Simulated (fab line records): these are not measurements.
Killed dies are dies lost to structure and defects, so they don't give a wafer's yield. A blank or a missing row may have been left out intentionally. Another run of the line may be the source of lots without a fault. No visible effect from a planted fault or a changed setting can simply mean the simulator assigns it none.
Chamber matching || flow sky130 || rieSi-02 running SKY_POLY_GATE_ETCH_17: 4 sister chambers
The step etches poly-Si in HBr/Cl2, stops on SiO2, target depth 180 nm, time 70.5 s. 14 wafers are shown with their chamber, then 7 later ones without.

== WAFERS, EACH WITH ITS CHAMBER ==
{"wafer": "L494.1", "chamber": 0, "oesProductAu (a.u.)": 0.985, "throttleValvePct (%)": 33.692, "runLengthS (s)": 98.9}
{"wafer": "L494.5", "chamber": 0, "oesProductAu (a.u.)": 0.981, "throttleValvePct (%)": 33.676, "runLengthS (s)": 99.0}
{"wafer": "L494.6", "chamber": 1, "oesProductAu (a.u.)": 0.989, "throttleValvePct (%)": 33.681, "runLengthS (s)": 98.7}
{"wafer": "L495.3", "chamber": 2, "oesProductAu (a.u.)": 0.980, "throttleValvePct (%)": 33.688, "runLengthS (s)": 98.9}
{"wafer": "L495.5", "chamber": 2, "oesProductAu (a.u.)": 0.972, "throttleValvePct (%)": 33.689, "runLengthS (s)": 99.0}
{"wafer": "L495.6", "chamber": 1, "oesProductAu (a.u.)": 0.984, "throttleValvePct (%)": 33.670, "runLengthS (s)": 99.1}
{"wafer": "L497.1", "chamber": 1, "oesProductAu (a.u.)": 0.988, "throttleValvePct (%)": 33.684, "runLengthS (s)": 99.3}
{"wafer": "L497.2", "chamber": 3, "oesProductAu (a.u.)": 0.983, "throttleValvePct (%)": 33.681, "runLengthS (s)": 99.3}
{"wafer": "L497.3", "chamber": 2, "oesProductAu (a.u.)": 0.983, "throttleValvePct (%)": 33.692, "runLengthS (s)": 99.1}
{"wafer": "L498.1", "chamber": 3, "oesProductAu (a.u.)": 0.987, "throttleValvePct (%)": 33.696, "runLengthS (s)": 99.1}
{"wafer": "L498.3", "chamber": 2, "oesProductAu (a.u.)": 0.975, "throttleValvePct (%)": 33.703, "runLengthS (s)": 99.3}
{"wafer": "L498.4", "chamber": 2, "oesProductAu (a.u.)": 0.970, "throttleValvePct (%)": 33.686, "runLengthS (s)": 99.4}
{"wafer": "L501.5", "chamber": 2, "oesProductAu (a.u.)": 0.980, "throttleValvePct (%)": 33.689, "runLengthS (s)": 98.5}
{"wafer": "L503.5", "chamber": 3, "oesProductAu (a.u.)": 0.974, "throttleValvePct (%)": 33.681, "runLengthS (s)": 99.1}

SIGNATURES (averages over the wafers above)
{"reading": "oesProductAu", "chamber 0": 0.98300, "chamber 1": 0.98700, "chamber 2": 0.97667, "chamber 3": 0.98133, "scatter within a chamber": 0.00492}
{"reading": "throttleValvePct", "chamber 0": 33.68400, "chamber 1": 33.67833, "chamber 2": 33.69117, "chamber 3": 33.68600, "scatter within a chamber": 0.00757}
{"reading": "runLengthS", "chamber 0": 98.950, "chamber 1": 99.033, "chamber 2": 99.033, "chamber 3": 99.167, "scatter within a chamber": 0.27}
Rule: for a wafer and a chamber, the distance is found by dividing, reading by reading, the gap between the wafer's reading and the chamber's mean by the reading's scatter, squaring, summing and taking the root. If the next closest chamber is less than 2 further off than the closest, the wafer can't be placed; otherwise it belongs to the closest. The scatter is the square root of a quotient: the sum, over the shown wafers, of each reading's squared deviation from its chamber's mean, divided by wafers minus chambers.

== WAFERS WHOSE CHAMBER IS MISSING ==
{"wafer": "L503.6", "oesProductAu (a.u.)": 0.979, "throttleValvePct (%)": 33.686, "runLengthS (s)": 99.3}
{"wafer": "L513.2", "oesProductAu (a.u.)": 0.971, "throttleValvePct (%)": 33.692, "runLengthS (s)": 99.3}
{"wafer": "L513.3", "oesProductAu (a.u.)": 0.979, "throttleValvePct (%)": 33.663, "runLengthS (s)": 98.8}
{"wafer": "L513.6", "oesProductAu (a.u.)": 0.976, "throttleValvePct (%)": 33.688, "runLengthS (s)": 98.9}
{"wafer": "L515.1", "oesProductAu (a.u.)": 0.983, "throttleValvePct (%)": 33.687, "runLengthS (s)": 98.9}
{"wafer": "L515.3", "oesProductAu (a.u.)": 0.965, "throttleValvePct (%)": 33.683, "runLengthS (s)": 99.3}
{"wafer": "L515.5", "oesProductAu (a.u.)": 0.983, "throttleValvePct (%)": 33.681, "runLengthS (s)": 99.4}

== THE CHAMBER EACH PASSED THROUGH ==
{"wafer": "L503.6", "from the rows above": "can't be placed: 3 or 2 or 0 or 1", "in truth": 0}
{"wafer": "L513.2", "from the rows above": "can't be placed: 2 or 3 or 0", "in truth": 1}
{"wafer": "L513.3", "from the rows above": "can't be placed: 1 or 0 or 3 or 2", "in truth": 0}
{"wafer": "L513.6", "from the rows above": "can't be placed: 2 or 3 or 0 or 1", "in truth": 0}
{"wafer": "L515.1", "from the rows above": "can't be placed: 0 or 3 or 2 or 1", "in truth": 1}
{"wafer": "L515.3", "from the rows above": "can't be placed: 2 or 3 or 0 or 1", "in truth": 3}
{"wafer": "L515.5", "from the rows above": "can't be placed: 3 or 1 or 0 or 2", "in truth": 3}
Correct placement for 0 of the 7. Not placeable from these rows: 7 (in 6, the candidates include the true chamber). Wrongly placed: 0.
